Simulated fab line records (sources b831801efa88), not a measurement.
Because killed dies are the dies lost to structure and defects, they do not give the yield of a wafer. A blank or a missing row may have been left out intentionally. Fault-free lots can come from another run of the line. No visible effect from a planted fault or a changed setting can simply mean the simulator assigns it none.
Matching of chambers -- flow sky130 -- rie si-02 running SKY_FIELD_ISO_ETCH_17: 4 sister chambers
The step etches Si in HBr/Cl2/O2, target depth 342 nm, time 97.7 s. 8 wafers are shown with their chamber, then 7 later ones without.

WAFERS PAIRED WITH THEIR CHAMBERS
wafer,chamber,oes product au (a.u.),throttle valve pct (%)
L637.5,2,0.989,25.661
L640.3,3,1.002,25.661
L640.5,0,0.999,25.654
L648.4,1,0.989,25.665
L648.5,2,0.984,25.670
L648.6,0,1.007,25.664
L649.1,3,0.987,25.653
L649.4,1,0.979,25.672

WAFERS WHOSE CHAMBER IS MISSING
wafer,oes product au (a.u.),throttle valve pct (%)
L649.5,0.990,25.667
L653.2,0.990,25.656
L653.3,0.982,25.647
L653.6,0.985,25.654
L655.1,0.987,25.673
L655.3,0.988,25.678
L655.4,0.970,25.679

THE CHAMBER EACH PASSED THROUGH
wafer,from the rows above,in truth
L649.5,can't be placed: 2 or 1 or 3 or 0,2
L653.2,can't be placed: 3 or 2 or 0 or 1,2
L653.3,can't be placed: 3 or 2 or 0 or 1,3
L653.6,can't be placed: 3 or 2 or 1 or 0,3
L655.1,can't be placed: 1 or 2 or 3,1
L655.3,can't be placed: 1 or 2 or 3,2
L655.4,can't be placed: 1 or 2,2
Correct placement for 0 of the 7. Can't be placed from these rows: 7 (the true chamber is among the candidates in 7). Wrongly placed: 0.
How it was worked out, from the rows above alone: a wafer's distance from a chamber is the root of the sum, over the readings, of the square of ((its reading less the chamber's mean) divided by the reading's scatter). The wafer belongs to the nearest chamber; if the next one is less than 2 further off, it can't be placed. For every chamber, the mean is computed from those of its wafers that are shown. How the scatter is found: for the shown wafers, subtract from each reading the mean of its chamber, square and add these, divide the total by (wafers less chambers), then take the root.
